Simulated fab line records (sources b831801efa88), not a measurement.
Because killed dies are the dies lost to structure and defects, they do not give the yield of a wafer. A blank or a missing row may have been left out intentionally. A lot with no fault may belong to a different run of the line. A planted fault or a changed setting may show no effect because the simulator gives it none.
One fault through the eyes of 2 desks    flow gf180mcu    each desk holds nothing but its own numbers, with what lay behind them at the end

## DESK OF THE TOOL OWNER: implanter-01
The tool's own readings at GF_PSD_IMPLANT_09, given as means over the sampled wafers that have a number, one for each lot that went through this tool. Any lot whose mean is over 4 standard deviations away from the usual mean is out of limits and marked OUT; that distance is given in the brackets.
Columns: A = beam_on_s at GF_PSD_IMPLANT_09, usual 10.00 s; B = dose_ions_cm2 at GF_PSD_IMPLANT_09, usual 1.5002e+15; C = end_station_pressure_torr at GF_PSD_IMPLANT_09, usual 1.18e-05 Torr; D = faraday_current_uA at GF_PSD_IMPLANT_09, usual 8245
lot   first seen here  A                 B                             C                    D
L339  day 16 00:49     9.93              1.4991e+15                    1.21e-05             8302
L341  day 16 18:51     10.02             1.5001e+15                    1.15e-05             8237
L343  day 17 05:45     9.96              1.4997e+15                    1.10e-05             8271
L344  day 17 19:34     11.15 (+5.2) OUT  2.2941e+15 (+99 or more) OUT  1.44e-05 (+4.3) OUT  11244 (+17) OUT
L346  day 18 11:27     11.41 (+6.4) OUT  2.2945e+15 (+99 or more) OUT  1.37e-05             10959 (+15) OUT
L357  day 22 01:52     10.17             1.4996e+15                    1.21e-05             8079
This desk's verdict: out of limits on L344, L346, starting with L344 at day 17 19:34 (beam_on_s at GF_PSD_IMPLANT_09). L339, L341, L343, L357: within limits.

## THE METROLOGY DESK
What the gauges read, lot by lot, whatever tool the lot ran on: means of the sampled wafers that have a number. Any lot whose mean is over 4 standard deviations away from the usual mean is out of limits and marked OUT; that distance is given in the brackets.
Columns: A = POLY_GATE_OXIDATION_THK at GF_POLY_GATE_THK_MEAS_17, usual 3.98 nm; B = PSD_TW at GF_PSD_TW_MEAS_11, usual 3215; C = PSD_RS at GF_PSD_RS_MEAS_15, usual 108.48 ohm/sq
lot   first seen here  A     B                C
L335  day 9 12:11      4.11  3173             108.54
L337  day 10 12:49     3.98  3247             108.61
L339  day 10 19:16     3.86  3196             108.40
L341  day 11 11:24     4.07  3203             108.53
L343  day 11 20:11     4.03  3238             108.35
L344  day 12 05:10     3.93  3458 (+8.7) OUT  101.35 (-27) OUT
L346  day 12 20:02     3.92  3502 (+10) OUT   101.51 (-27) OUT
L354  day 15 07:57     4.02  3173             108.26
L355  day 15 09:11     4.05  3193             108.69
L357  day 15 23:17     4.02  3217             108.21
This desk finds L344, L346 out of limits, with the earliest case on L344 at day 17 19:49 (PSD_TW at GF_PSD_TW_MEAS_11). L335, L337, L339, L341, L343, L354, L355, L357: within limits.

## TAKEN TOGETHER
The tool owner's desk could have raised an alarm at day 17 19:34, on L344, L346.
On L344, L346, the metrology desk was in a position to raise an alarm at day 17 19:49.
Of the lots named, all ran GF_PSD_IMPLANT_09 on implanter-01.

## WHAT THE SIMULATOR HAD INSERTED
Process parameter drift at GF_PSD_IMPLANT_09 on implanter-01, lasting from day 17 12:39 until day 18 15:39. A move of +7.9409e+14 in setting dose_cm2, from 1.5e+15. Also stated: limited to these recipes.
Shown lots that were struck: L344, L346.
Counting hours from when the fault started, the first reading out of limits came at 7 for the tool owner's desk and at 7 for the metrology desk.
